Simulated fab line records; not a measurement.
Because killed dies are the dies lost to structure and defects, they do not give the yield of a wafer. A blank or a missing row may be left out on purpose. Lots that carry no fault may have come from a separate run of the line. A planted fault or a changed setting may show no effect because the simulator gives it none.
A lot that was struck, set against a sound lot    flow sky130    44 out of 708 route steps
Sound: these wafers, L280.1, L280.3, L280.4. Struck: wafer L288.4 (left out: L288.5, L288.6 of the same lot, which were not struck); the cause appears at the end.
For every step that has rows: the tool of each side, followed by ch and its chambers, followed by its first start. Under that, the readings that differ: sound wafers    struck wafers    difference of the means    sigmas: that difference in standard deviations of wafers without a fault.
alike: readings with means less than 2 such deviations apart, plus words and numbers identical on both sides. not compared: withheld readings, readings lacking a value on some wafer, bounds such as >300 that could conceal the same value, and numbers that have no deviation in the record and whose values overlap.
Wherever a step has rows on one side only, a row that says differs or no value, or a row with sigmas, the two part there. Numbers that don't overlap but have no deviation are shown without sigmas and don't part them. Lack of a reading on every wafer of one side parts them only where that side has two or more wafers.

first, 4 steps without rows for these wafers: SKY_VIA2_CLEAN_18 (cleans in IPA, time 180 s); SKY_VIA2_CLEAN_19 (cleans in O3/DIW); SKY_VIA2_SPUTTER_20 (material TiN, target thk 20 nm, time 80 s); SKY_VIA2_CVD_21 (deposits W, target thk 420 nm, time 126.4 s).
SKY_VIA2_RS_MEAS_22: measures by four-point-probe.
  sound on filmMetro-01 at day 39 04:46; struck on filmMetro-04 at day 41 15:08
  alike: VIA2_W_RS
SKY_VIA2_THK_MEAS_23: measures by xrf.
  sound on filmMetro-01 at day 39 04:53; struck on filmMetro-04 at day 41 15:14
  alike: VIA2_W_THK
SKY_VIA2_CMP_24: polishes, stops on SiO2, t overpolish 20 s, target thk 0 nm.
  sound on cmp-02 ch 0,1,3, day 39 05:00; struck on cmp-01 ch 0, day 41 15:16
  alike: motorCurrentA, overpolishRunS, retainingRingPressureFrac, slurryFilterDpKPa, timeToEndpointS
SKY_METAL3_SPUTTER_00: material Ti, target thk 15 nm, time 10 s.
  sound on pvdSputter-01 at day 39 05:15; struck on pvdSputter-03 at day 41 15:34
  alike: throttleValvePct
then, 3 steps without rows for these wafers: SKY_METAL3_SPUTTER_01 (material TiN, target thk 20 nm, time 16.7 s); SKY_METAL3_SPUTTER_02 (material AlCu, target thk 735 nm, time 39.1 s); SKY_METAL3_SPUTTER_03 (material Ti, target thk 5 nm, time 3.3 s).
SKY_METAL3_SPUTTER_04: material TiN, target thk 70 nm, time 58.3 s.
  sound on pvdSputter-01 at day 39 05:21; struck on pvdSputter-03 at day 41 15:40
  alike: throttleValvePct
SKY_CAPM_CVD_00: deposits SiO2, target thk 15.5 nm.
  sound on pecvd-04 ch 0,2, day 39 05:24; struck on pecvd-04 ch 0, day 41 15:44
reading                               sound              struck  difference  sigmas
model.SiO2_of_CAPM_CVD_00.thkNm (nm)  15.39 15.22 15.55  7.379   -8.008      
  alike: heaterPowerW
SKY_CAPM_THK_MEAS_01:
  sound on filmMetro-03 at day 39 05:25; struck on filmMetro-01 at day 41 15:46
reading               sound              struck  difference  sigmas
CAPM_CVD_00_THK (nm)  15.39 15.17 15.54  7.34    -8.03       -38
then, 1 step without rows for these wafers: SKY_CAPM_SPUTTER_02 (material TiN, target thk 200 nm, time 166.7 s).
SKY_CAPM_RS_MEAS_03: measures by four-point-probe.
  sound on filmMetro-01 at day 39 05:35; struck on filmMetro-02 at day 41 15:58
  alike: CAPM_TIN_RS
SKY_CAPM_THK_MEAS_04: measures by xrf.
  sound on filmMetro-01 at day 39 05:43; struck on filmMetro-02 at day 41 16:04
  alike: CAPM_TIN_THK
then, 7 steps without rows for these wafers: SKY_CAPM_DEHYDRATE_05 (time 60 s); SKY_CAPM_HMDS_06 (prime time 60 s); SKY_CAPM_COAT_07 (resist thk 1140 nm); SKY_CAPM_SOFTBAKE_08 (time 60 s); SKY_CAPM_EXPOSE_09 (exposes mask CAPM, target cd 1000 nm); SKY_CAPM_PEB_10; SKY_CAPM_DEVELOP_11 (develop time 60 s).
SKY_CAPM_OVL_MEAS_12:
  sound on overlay-01 at day 40 06:22; struck on overlay-01 at day 42 15:02
  alike: CAPM_OVL
SKY_CAPM_METAL_ETCH_13: etches TiN in Cl2/BCl3, stops on SiO2, target depth 220 nm, time 62.9 s.
  sound on rieMetal-03 ch 0,1, day 40 06:25; struck on rieMetal-03 ch 1, day 42 15:05
  alike: drypumpMotorCurrentA, oesProductAu, throttleValvePct
  not compared: rfHoursCounterH
then, 12 steps without rows for these wafers: SKY_CAPM_STRIP_14 (strips in O2/N2); SKY_CAPM_STRIP_15 (strips in post etch residue remover, time 1200 s); SKY_CAPM_CLEAN_16 (cleans in IPA, time 180 s); SKY_CAPM_CLEAN_17 (cleans in O3/DIW); SKY_METAL3_DEHYDRATE_05 (time 60 s); SKY_METAL3_HMDS_06 (prime time 60 s); SKY_METAL3_COAT_07 (resist thk 60 nm); SKY_METAL3_COAT_08 (resist thk 1140 nm); SKY_METAL3_SOFTBAKE_09 (time 90 s); SKY_METAL3_EXPOSE_10 (exposes mask MM3, target cd 300 nm); SKY_METAL3_PEB_11; SKY_METAL3_DEVELOP_12 (develop time 60 s).
SKY_METAL3_CD_MEAS_13: target cd 300 nm.
  sound on cdSem-01 at day 41 07:41; struck on cdSem-01 at day 43 15:32
  alike: cdNm
SKY_METAL3_OVL_MEAS_14:
  sound on overlay-01 at day 41 07:48; struck on overlay-01 at day 43 15:37
  alike: METAL3_OVL
SKY_METAL3_DESCUM_15: chemistry O2, time 8 s.
  sound on rieMetal-02 ch 0,1, day 41 07:50; struck on rieMetal-02 ch 0, day 43 15:38
  alike: drypumpMotorCurrentA, oesProductAu
  not compared: rfHoursCounterH
then, 1 step without rows for these wafers: SKY_METAL3_ETCH_16 (etches BARC in N2/H2, stops on SiO2, time 88.2 s, target depth 60 nm).
SKY_METAL3_ETCH_17: etches SiO2 in C4F8/O2/Ar, stops on TiN, time 3.9 s, target depth 15 nm.
  sound on rieDiel-02 ch 0,1,2, day 41 07:58; struck on rieDiel-03 ch 1, day 43 15:46
reading                  sound              struck  difference  sigmas
oesProductAu (a.u.)      0.752 0.752 0.757  0.560   -0.194      -28
model.etch.depthNm (nm)  15.39 15.22 15.55  7.379   -8.008      
  not compared: rfHoursCounterH
-- the record jumps here: 6 days lie between the struck wafers' starts before and after (it left off in module METAL3 and takes up again in module PAD_OPEN, whose first step shown is number 708 of the route) --
SKY_PAD_OPEN_PROBE_99:
  sound on prober-01 at day 48 04:30; struck on prober-02 at day 49 21:38
reading                                sound                 struck     difference  sigmas
model.etest.tester.sortNPass           402 392 407           0          -400        
model.etest.tester.sortYieldPct (%)    81.71 79.67 82.72     0          -81         
model.etest.tester.sort_bin_5_pct (%)  12.4 11.38 10.57      86.18      +74.73      
model.etest.tester.sort_bin_4_pct (%)  0 0 0                 5.896      +5.896      
model.etest.capMim.bvV (V)             13.58 13.55 13.51     6.523      -7.024      
model.etest.capMim.leakLog10ACm2       -8.804 -8.902 -8.863  -4.422     +4.434      
model.etest.capMim.cFfUm2              2.352 2.386 2.341     4.907      +2.547      
model.etest.tester.sort_bin_8_pct (%)  0 0 0                 4.503e-58  +4.503e-58  
  alike: defectLimitedYield, killed_at_M0_to_M3, killed_at_M4_up, killedAtContacts, killedAtFrontEnd, killedAtOther, killedDies, killedOpen, killedShort

## WHERE THEY PART
At SKY_CAPM_THK_MEAS_01 first; at SKY_METAL3_ETCH_17 last (within this record only). Later steps at which nothing parts them and some readings are alike: SKY_PAD_OPEN_PROBE_99.

WHY: the cause the simulator had injected
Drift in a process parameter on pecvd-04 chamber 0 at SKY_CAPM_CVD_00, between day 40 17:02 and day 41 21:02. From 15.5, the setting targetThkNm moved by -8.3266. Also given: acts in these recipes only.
